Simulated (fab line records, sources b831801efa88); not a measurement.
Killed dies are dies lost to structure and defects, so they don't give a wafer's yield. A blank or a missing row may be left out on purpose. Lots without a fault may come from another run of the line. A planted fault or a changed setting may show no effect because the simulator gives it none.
fab line records | flow gf180mcu
record lots=5 wafers=15 last_day=34
route steps=602 shown DUAL_GATE@152 POLY_GATE@157
lots that met no fault: from a run of the same line without faults
start_h: hours from the record's first day to the start of the lot's first wafer shown | wait_h: hours since the lot's step before | " the same as in the row above | L1.1+2: a row that stands for several wafers | - no value, or no start given | * or withheld: withheld | < > ~ a bound
route shown NAME@n: a module of which the file shows steps, and the number in the route of the first | usual: mean/standard deviation of fault-free wafers | same: alike in all rows | chamber/n: place in a boat | sites: the reading at each site | _std_site: their standard deviation | _edge_site: outer sites' mean less inner sites' | radius_mm: how far each site lies from the wafer's centre | mask NAME#n: copy n | behind: the tool/chamber that last shaped the wafer | hold: why the lot was held/for how many hours/how that ended | device: the transistor (n, p or np) that didn't switch | end of line: the same wafers' tests at the end of the route | a step without rows: its recipe alone | killed: dies lost to structure and defects at the first sort, not the wafer's yield | map: a wafer's dies, x killed, . not, _ none there
set.NAME: the setting as run; set.NAME@STEP: as run at that earlier step | model.NAME: the simulator's own value behind a step, which no gauge read
lots at some steps of the route; a table a step, a row a wafer
services: from which hour (start_h, from the record's first day; less than 0 if before it) a tool's chamber was out of use, for how many hours, and why
## steps
# step GF_DUAL_GATE_OVL_MEAS_11
# usual DUAL_GATE_OVL=0.7/1.3
# columns lot.wafer tool chamber start_h wait_h DUAL_GATE_OVL[nm]
L074.3 overlay-01 - 180.44 0.1 0.7
L074.5 " - " " 1.6
L074.6 " - " " 0.4
L076.1 overlay-02 - 187.62 0.1 1.7
L076.2 " - " " 0.9
L076.4 " - " " 2.4
L088.1 overlay-02 - 271.64 0.1 1.3
L088.3 " - " " -1.0
L088.5 " - " " 1.1
L095.1 overlay-02 - 316.08 0.1 1.6
L095.3 " - " " 0.2
L095.4 " - " " 1.4
L096.2 overlay-02 - 321.97 0.1 0.7
L096.5 " - " " -2.8
L096.6 " - " " -0.2
# step GF_DUAL_GATE_WET_ETCH_12
# recipe chemistry=dHF target_depth_nm=13 dry=n2_spin target=SiO2 temp_c=25 dilution=100:1 time_s=260
# columns lot.wafer tool chamber start_h wait_h
L074.3+5+6 wet_bench-04 2 180.47 0.0
L076.1+2+4 wet_bench-04 1 187.66 0.0
L088.1+3+5 wet_bench-04 3 271.68 0.0
L095.1+3+4 wet_bench-02 1 316.11 0.0
L096.2+5+6 wet_bench-02 3 322.00 0.0
# step GF_DUAL_GATE_STRIP_13
# recipe chemistry=O2/N2 power_w=1400 pressure_mtorr=1500 platen_temp_c=250 o2_flow_sccm=3000 n2_flow_sccm=300 overash_fraction=0.5
# usual drypump_motor_current_A=5.7/0.41 heater_power_w=330/18 oes_product_au=0.716/0.0049 strip_time_to_endpoint_s=12.64/0.032
# columns lot.wafer tool chamber start_h wait_h drypump_motor_current_A heater_power_w oes_product_au rf_hours_counter_h strip_time_to_endpoint_s
L074.3 plasma_asher-01 0 180.59 0.0 5.6 334 0.711 - 12.61
L074.5 " 0 " " 5.6 328 0.716 - 12.64
L074.6 " 1 " " 5.0 357 0.721 - 12.60
L076.1 plasma_asher-03 0 187.74 0.0 5.7 316 0.721 6 12.64
L076.2 " 1 " " 6.0 298 0.717 6 12.69
L076.4 " 1 " " 6.0 305 0.707 - 12.66
L088.1 plasma_asher-01 0 271.76 0.0 5.6 332 0.706 64 12.68
L088.3 " 1 " " 5.0 358 0.716 - 12.70
L088.5 " 1 " " 5.0 352 0.720 - 12.71
L095.1 plasma_asher-03 0 316.19 0.0 5.7 313 0.708 20 12.57
L095.3 " 0 " " 5.7 311 0.721 - 12.61
L095.4 " 1 " " 6.0 311 0.714 - 12.61
L096.2 plasma_asher-01 1 322.16 0.0 5.0 347 0.711 70 12.62
L096.5 " 0 " " 5.6 339 0.715 - 12.65
L096.6 " 1 " " 5.0 358 0.712 - 12.64
# step GF_DUAL_GATE_CLEAN_14
# recipe chemistry=SC1/SC2 mix=1:4:20 temp_c=70 time_s=150 dry=n2_spin
# usual bath_guard_temp_C=70.2/0.67
# columns lot.wafer tool chamber start_h wait_h bath_guard_temp_C
L074.3 wet_bench-02 3 180.65 0.0 70.7
L074.5 " 3 " " 70.5
L074.6 " 3 " " 70.7
L076.1 wet_bench-02 0 187.84 0.1 71.2
L076.2 " 0 " " 70.9
L076.4 " 0 " " 70.7
L088.1 wet_bench-02 1 271.86 0.1 69.7
L088.3 " 1 " " 69.9
L088.5 " 1 " " 70.1
L095.1 wet_bench-04 2 316.29 0.1 71.4
L095.3 " 2 " " 71.6
L095.4 " 2 " " 71.2
L096.2 wet_bench-02 1 322.26 0.1 69.6
L096.5 " 1 " " 70.0
L096.6 " 1 " " 70.3
# step GF_DUAL_GATE_OXIDATION_15
# recipe temp_c=850 ambient=O2 stabilise_s=600 purge_s=300 target_thk_a=70.98 ox_time_s=1995
# usual zone_power_centre_pct=15.0/1.2 zone_power_top_pct=28.6/2.3
# same ox_time_s=1995
# columns lot.wafer tool chamber start_h wait_h zone_power_centre_pct zone_power_top_pct
L074.3 furnace-01 0 181.17 0.5 14.0 26.7
L074.5 " 0 " " 14.2 26.3
L074.6 " 0 " " 14.0 26.8
L076.1 furnace-02 0 188.60 0.7 16.5 31.6
L076.2 " 0 " " 16.4 31.9
L076.4 " 0 " " 16.7 32.2
L088.1 furnace-01 0 271.95 0.0 14.2 27.0
L088.3 " 0 " " 14.0 27.1
L088.5 " 0 " " 14.0 26.2
L095.1 furnace-02 0 316.35 0.0 16.5 31.7
L095.3 " 0 " " 16.3 31.5
L095.4 " 0 " " 16.6 30.9
L096.2 furnace-01 0 323.01 0.6 13.9 26.4
L096.5 " 0 " " 14.2 26.5
L096.6 " 0 " " 14.0 27.1
# step GF_POLY_GATE_CVD_00
# recipe material=poly-Si target_thk_nm=200 temp_c=620 time_s=1200 pressure_mtorr=200
# usual zone_power_centre_pct=8.3/0.69 zone_power_top_pct=18.9/0.72
# columns lot.wafer tool chamber start_h wait_h zone_power_centre_pct zone_power_top_pct
L074.3 lpcvd-01 0 182.73 0.0 9.6 18.6
L074.5 " 0 " " 9.6 18.6
L074.6 " 0 " " 9.5 18.9
L076.1 lpcvd-01 1 190.15 0.0 7.8 18.3
L076.2 " 1 " " 8.0 18.2
L076.4 " 1 " " 7.9 18.7
L088.1 lpcvd-02 0 273.50 0.0 7.7 18.4
L088.3 " 0 " " 7.8 18.2
L088.5 " 0 " " 7.8 18.4
L095.1 lpcvd-02 1 317.90 0.0 8.1 19.9
L095.3 " 1 " " 8.2 20.2
L095.4 " 1 " " 8.1 19.9
L096.2 lpcvd-02 0 324.57 0.0 7.8 18.8
L096.5 " 0 " " 7.8 18.5
L096.6 " 0 " " 7.7 18.6
# step GF_POLY_GATE_THK_MEAS_01
# recipe reads=poly-Si_of_POLY_GATE_CVD_00
# usual POLY_GATE_CVD_00_THK=199.3/2
# columns lot.wafer tool chamber start_h wait_h POLY_GATE_CVD_00_THK[nm]
L074.3 film_metro-01 - 184.08 0.0 201.3
L074.5 " - " " 201.8
L074.6 " - " " 202.6
L076.1 film_metro-04 - 191.49 0.0 200.5
L076.2 " - " " 200.1
L076.4 " - " " 202.5
L088.1 film_metro-04 - 274.84 0.0 197.8
L088.3 " - " " 197.5
L088.5 " - " " 197.7
L095.1 film_metro-01 - 319.24 0.0 199.4
L095.3 " - " " 199.2
L095.4 " - " " 200.5
L096.2 film_metro-01 - 325.91 0.0 198.7
L096.5 " - " " 199.1
L096.6 " - " " 198.7
# step GF_POLY_GATE_DEHYDRATE_02
# recipe temp_c=200 time_s=60
# columns lot.wafer tool chamber start_h wait_h
L074.3+5+6 litho_track-04 0 191.37 7.3
L076.1+2+4 litho_track-01 0 198.98 7.5
L088.1+3+5 litho_track-04 0 283.52 8.7
L095.1+3+4 litho_track-04 0 329.07 9.8
L096.2+5+6 litho_track-04 0 335.89 10.0
# step GF_POLY_GATE_HMDS_03
# recipe prime_time_s=60 prime_temp_c=120
# columns lot.wafer tool chamber start_h wait_h
L074.3+5+6 litho_track-04 0 191.52 0.1
L076.1+2+4 litho_track-01 0 199.13 0.1
L088.1+3+5 litho_track-04 0 283.67 0.1
L095.1+3+4 litho_track-04 0 329.22 0.1
L096.2+5+6 litho_track-04 0 336.04 0.1
# step GF_POLY_GATE_COAT_04
# recipe resist=BARC temp_c=withheld time_s=withheld spin_rpm=withheld resist_thk_nm=withheld
# columns lot.wafer tool chamber start_h wait_h
L074.3+5+6 litho_track-04 0 191.67 0.1
L076.1+2+4 litho_track-01 0 199.28 0.1
L088.1+3+5 litho_track-04 0 283.82 0.1
L095.1+3+4 litho_track-04 0 329.37 0.1
L096.2+5+6 litho_track-04 0 336.19 0.1
# step GF_POLY_GATE_COAT_05
# recipe resist=KrF spin_rpm=withheld resist_thk_nm=700
# columns lot.wafer tool chamber start_h wait_h
L074.3+5+6 litho_track-04 0 - -
L076.1+2+4 litho_track-01 0 - -
L088.1+3+5 litho_track-04 0 - -
L095.1+3+4 litho_track-04 0 - -
L096.2+5+6 litho_track-04 0 - -
# step GF_POLY_GATE_SOFTBAKE_06
# recipe temp_c=130 time_s=60 resist=KrF
# columns lot.wafer tool chamber start_h wait_h
L074.3+5+6 litho_track-04 0 - -
L076.1+2+4 litho_track-01 0 - -
L088.1+3+5 litho_track-04 0 - -
L095.1+3+4 litho_track-04 0 - -
L096.2+5+6 litho_track-04 0 - -
# step GF_POLY_GATE_EXPOSE_07
# recipe mask_id=Poly2 target_cd_nm=280 na=0.68 source_shape=conventional sigma_outer=0.6 dose_mj=27.5
# columns lot.wafer tool chamber start_h wait_h mask
L074.3+5+6 krf_scanner-02 0 - - Poly2#0
L076.1+2+4 krf_scanner-02 0 - - Poly2#0
L088.1+3+5 krf_scanner-01 0 - - Poly2#0
L095.1+3+4 krf_scanner-02 0 - - Poly2#0
L096.2+5+6 krf_scanner-02 0 - - Poly2#0
# step GF_POLY_GATE_PEB_08
# recipe peb_temp_c=135 peb_time_s=90 resist=KrF
# columns lot.wafer tool chamber start_h wait_h
L074.3+5+6 litho_track-04 0 - -
L076.1+2+4 litho_track-01 0 - -
L088.1+3+5 litho_track-04 0 - -
L095.1+3+4 litho_track-04 0 - -
L096.2+5+6 litho_track-04 0 - -
# step GF_POLY_GATE_DEVELOP_09
# recipe develop_time_s=60 resist=KrF dev_temp_c=21
# columns lot.wafer tool chamber start_h wait_h
L074.3+5+6 litho_track-04 0 200.22 0.1
L076.1+2+4 litho_track-01 0 207.88 0.2
L088.1+3+5 litho_track-04 0 293.42 0.2
L095.1+3+4 litho_track-04 0 340.27 0.2
L096.2+5+6 litho_track-04 0 347.39 0.2
# step GF_POLY_GATE_CD_MEAS_10
# recipe target_cd_nm=280
# usual cd_nm=280.0/0.92
# columns lot.wafer tool chamber start_h wait_h cd_nm
L074.3 cd_sem-02 - 200.36 0.1 280.8
L074.5 " - " " 279.8
L074.6 " - " " 279.2
L076.1 cd_sem-02 - 208.03 0.1 278.6
L076.2 " - " " 280.6
L076.4 " - " " 279.5
L088.1 cd_sem-01 - 293.57 0.1 282.0
L088.3 " - " " 282.3
L088.5 " - " " 281.7
L095.1 cd_sem-01 - 340.42 0.1 279.1
L095.3 " - " " 279.4
L095.4 " - " " 279.2
L096.2 cd_sem-02 - 347.54 0.1 280.7
L096.5 " - " " 279.9
L096.6 " - " " 279.0
# step GF_POLY_GATE_OVL_MEAS_11
# usual POLY_GATE_OVL=-2/4.8
# columns lot.wafer tool chamber start_h wait_h POLY_GATE_OVL[nm]
L074.3 overlay-01 - 200.45 0.1 -3
L074.5 " - " " -3
L074.6 " - " " -1
L076.1 overlay-02 - 208.15 0.1 1
L076.2 " - " " 0
L076.4 " - " " 1
L088.1 overlay-01 - 293.69 0.1 -5
L088.3 " - " " -2
L088.5 " - " " -6
L095.1 overlay-02 - 340.54 0.1 -5
L095.3 " - " " -5
L095.4 " - " " -5
L096.2 overlay-01 - 347.64 0.1 -5
L096.5 " - " " -3
L096.6 " - " " -1
# step GF_POLY_GATE_ETCH_12
# recipe chemistry=N2/H2 target_depth_a=withheld overetch_a=withheld time_s=withheld target=BARC ion_energy_ev=200 source_w=500 bias_w=100 pressure_mtorr=30 n2_flow_sccm=100 h2_flow_sccm=200
# usual drypump_motor_current_A=5.7/0.55 oes_product_au=0.735/0.0045 throttle_valve_pct=13.215/0.0095
# columns lot.wafer tool chamber start_h wait_h drypump_motor_current_A oes_product_au throttle_valve_pct
L074.3 rie_diel-01 1 200.48 0.0 4.7 0.734 13.215
L074.5 " 2 " " 6.1 0.736 13.218
L074.6 " 3 " " 6.2 0.736 13.210
L076.1 rie_diel-02 3 208.19 0.0 5.5 0.734 13.215
L076.2 " 0 " " 5.6 0.742 13.208
L076.4 " 2 " " 5.8 0.734 13.222
L088.1 rie_diel-04 3 293.72 0.0 5.2 0.736 13.221
L088.3 " 1 " " 6.4 0.739 13.225
L088.5 " 2 " " 5.7 0.737 13.220
L095.1 rie_diel-01 0 340.57 0.0 5.2 0.735 13.213
L095.3 " 1 " " 4.7 0.736 13.198
L095.4 " 3 " " 6.2 0.733 13.204
L096.2 rie_diel-01 1 347.67 0.0 4.7 0.727 13.212
L096.5 " 1 " " 4.7 0.741 13.194
L096.6 " 3 " " 6.2 0.734 13.220
# step GF_POLY_GATE_ETCH_13
# recipe target=poly-Si target_depth_nm=198.5 stop_on=SiO2 over_etch_frac=0.403 chemistry=HBr/Cl2 icp_w=400 bias_w=100 pressure_mtorr=10 HBr_flow_sccm=150 Cl2_flow_sccm=50 time_s=69.6
# usual drypump_motor_current_A=6.1/0.35 mfc_cl2_sccm=49.99/0.16 oes_product_au=0.987/0.0088 throttle_valve_pct=33.683/0.0094
# columns lot.wafer tool chamber start_h wait_h drypump_motor_current_A mfc_cl2_sccm oes_product_au rf_hours_counter_h throttle_valve_pct
L074.3 rie_si-02 3 200.53 - 6.3 50.06 0.991 63 33.671
L074.5 " 1 " " 5.6 49.85 0.996 - 33.687
L074.6 " 2 " " 6.3 50.09 1.009 - 33.678
L076.1 rie_si-01 2 208.24 - 6.3 49.96 0.977 71 33.666
L076.2 " 3 " " 6.1 49.94 0.994 90 33.689
L076.4 " 0 " " 6.1 50.07 0.986 1 33.693
L088.1 rie_si-02 3 293.77 - 6.3 49.98 0.987 64 33.665
L088.3 " 2 " " 6.3 49.68 0.993 6 33.685
L088.5 " 0 " " 6.7 50.05 0.982 - 33.673
L095.1 rie_si-02 3 340.62 - 6.3 50.40 0.987 65 33.691
L095.3 " 1 " " 5.5 49.85 0.993 21 33.681
L095.4 " 2 " " 6.3 50.11 0.998 6 33.682
L096.2 rie_si-02 1 347.72 - 5.5 50.14 0.992 21 33.672
L096.5 " 2 " " 6.3 49.84 0.987 - 33.697
L096.6 " 1 " " 5.6 49.88 0.988 - 33.676
# step GF_POLY_GATE_STRIP_14
# recipe chemistry=O2/N2 power_w=1400 pressure_mtorr=1500 platen_temp_c=250 o2_flow_sccm=3000 n2_flow_sccm=300 overash_fraction=0.5
# usual drypump_motor_current_A=6.0/0.37 heater_power_w=325/24 oes_product_au=0.504/0.0049
# columns lot.wafer tool chamber start_h wait_h drypump_motor_current_A heater_power_w oes_product_au rf_hours_counter_h
L074.3 plasma_asher-02 1 200.61 0.1 6.6 377 0.505 -
L074.5 " 1 " " 6.6 366 0.498 -
L074.6 " 0 " " 5.4 309 0.508 -
L076.1 plasma_asher-03 1 208.30 0.0 6.1 311 0.505 8
L076.2 " 0 " " 5.7 313 0.505 8
L076.4 " 1 " " 6.0 299 0.513 -
L088.1 plasma_asher-02 0 293.83 0.0 5.5 309 0.500 56
L088.3 " 1 " " 6.6 355 0.502 -
L088.5 " 1 " " 6.6 359 0.497 -
L095.1 plasma_asher-02 0 340.68 0.0 5.5 309 0.509 61
L095.3 " 0 " " 5.5 309 0.507 -
L095.4 " 1 " " 6.6 358 0.509 -
L096.2 plasma_asher-03 0 347.78 0.0 5.7 311 0.502 23
L096.5 " 0 " " 5.7 308 0.499 -
L096.6 " 1 " " 6.1 307 0.502 -
# step GF_POLY_GATE_CLEAN_15
# recipe chemistry=SC1/SC2 mix=1:4:20 temp_c=70 time_s=150 dry=n2_spin
# usual bath_guard_temp_C=70.2/0.68
# columns lot.wafer tool chamber start_h wait_h bath_guard_temp_C
L074.3 wet_bench-01 3 200.68 0.0 70.1
L074.5 " 3 " " 69.9
L074.6 " 3 " " 70.2
L076.1 wet_bench-04 1 208.40 0.1 69.4
L076.2 " 1 " " 70.0
L076.4 " 1 " " 69.5
L088.1 wet_bench-01 0 293.93 0.1 69.4
L088.3 " 0 " " 69.7
L088.5 " 0 " " 70.0
L095.1 wet_bench-01 1 340.78 0.1 70.6
L095.3 " 1 " " 70.8
L095.4 " 1 " " 70.9
L096.2 wet_bench-01 1 347.88 0.1 70.2
L096.5 " 1 " " 70.7
L096.6 " 1 " " 70.6
# step GF_POLY_GATE_OXIDATION_16
# recipe temp_c=850 ambient=O2 stabilise_s=600 purge_s=300 target_thk_a=40 ox_time_s=899
# usual zone_power_centre_pct=15.3/1.3 zone_power_top_pct=29.2/2.4
# same ox_time_s=899
# columns lot.wafer tool chamber start_h wait_h zone_power_centre_pct zone_power_top_pct
L074.3 furnace-01 0 201.50 0.8 14.1 27.1
L074.5 " 0 " " 13.7 27.1
L074.6 " 0 " " 14.1 26.7
L076.1 furnace-01 0 208.45 0.0 13.8 26.9
L076.2 " 0 " " 14.0 26.6
L076.4 " 0 " " 14.1 26.7
L088.1 furnace-02 0 293.98 0.0 16.7 31.7
L088.3 " 0 " " 16.5 31.2
L088.5 " 0 " " 16.5 31.7
L095.1 furnace-01 0 341.31 0.5 14.0 27.0
L095.3 " 0 " " 14.1 26.4
L095.4 " 0 " " 14.0 26.7
L096.2 furnace-02 0 347.93 0.0 16.5 31.6
L096.5 " 0 " " 16.3 31.8
L096.6 " 0 " " 16.2 31.5
## services
# columns tool chamber start_h hours kind
rie_diel-01 3 163.84 6.0 repair
krf_scanner-02 - 165.66 1.3 pm
krf_scanner-02 - 170.21 4.7 repair
plasma_asher-03 - 172.80 14.6 pm
plasma_asher-01 - 184.60 17.2 pm
furnace-01 - 191.03 2.8 pm
krf_scanner-02 - 198.76 0.8 pm
plasma_asher-03 - 200.37 2.6 repair
furnace-01 - 213.51 9.9 pm
krf_scanner-02 - 224.46 0.3 repair
plasma_asher-01 - 227.02 2.8 pm
furnace-02 - 265.38 3.6 pm
plasma_asher-02 - 268.61 14.6 pm
rie_diel-01 2 289.70 1.3 repair
plasma_asher-02 - 290.23 1.8 repair
rie_diel-01 2 291.70 6.0 repair
krf_scanner-02 - 323.86 1.0 pm
rie_si-02 - 325.56 14.6 pm
plasma_asher-03 - 333.33 1.5 repair
krf_scanner-02 - 337.61 1.3 repair
lpcvd-02 - 339.96 87.7 repair
krf_scanner-02 - 341.56 1.3 pm
plasma_asher-02 - 345.25 38.7 pm
rie_diel-01 2 345.39 5.8 repair
## key
fault none
